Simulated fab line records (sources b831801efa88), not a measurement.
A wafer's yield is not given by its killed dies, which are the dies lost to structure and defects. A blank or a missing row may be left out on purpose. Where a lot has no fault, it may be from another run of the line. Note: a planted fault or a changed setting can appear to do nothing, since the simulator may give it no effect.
One fault seen from 2 desks ; flow sfqLine ; what lay behind the numbers comes last; until then each desk has only its own

AT THE METROLOGY DESK
What the gauges read, lot by lot, whatever tool the lot ran on: means of the sampled wafers that have a number. If a lot's mean is further than 4 standard deviations from the usual mean, the lot is out of limits and carries the mark OUT (the distance appears in the brackets).
Columns: A = I5_OVL at SFQ_I5_OVL_MEAS_936, usual 1 nm; B = I6_OVL at SFQ_I6_OVL_MEAS_942, usual 0 nm
lot;first seen here;A;B
L810;day 58 11:59;-6;1
L811;day 58 17:59;1;-0
L812;day 58 20:22;-3;-1
L813;day 58 23:58;2;-3
L814;day 59 02:22;1;0
L815;day 59 23:38;-3;-1
L816;day 67 22:06;-8;7
L817;day 67 23:18;-1;-4
L818;day 68 03:00;5;-10
L820;day 68 15:00;-8;5
L821;day 68 20:33;8;9
L822;day 68 21:45;6;12
L828;day 71 00:10;-8;-2
This desk's verdict: no lot among the 13 shows anything out of limits.

DESK OF THE TOOL OWNER: cmp-01
The tool's own readings at SFQ_TRILAYER_I7_CMP_CMP_184 (polishes SiO2): means of the sampled wafers that have a number, for each lot that ran on this tool. If a lot's mean is further than 4 standard deviations from the usual mean, the lot is out of limits and carries the mark OUT (the distance appears in the brackets).
Columns: A = motorCurrentA at SFQ_TRILAYER_I7_CMP_CMP_184, usual 10.6 A; B = timeToEndpointS at SFQ_TRILAYER_I7_CMP_CMP_184, usual 213 s
lot;first seen here;A;B
L813;day 70 15:57;10.8;211
L815;day 71 03:57;10.8;214
L817;day 73 03:33;10.9;214
L818;day 73 07:03;10.5;215
L828;day 79 17:46;10.7;204
This desk's verdict: no lot among the 5 shows anything out of limits.

ALL TOGETHER
Metrology desk: nothing out of limits seen.
The tool owner's desk saw nothing out of limits.

WHAT WAS PUT IN BY THE SIMULATOR
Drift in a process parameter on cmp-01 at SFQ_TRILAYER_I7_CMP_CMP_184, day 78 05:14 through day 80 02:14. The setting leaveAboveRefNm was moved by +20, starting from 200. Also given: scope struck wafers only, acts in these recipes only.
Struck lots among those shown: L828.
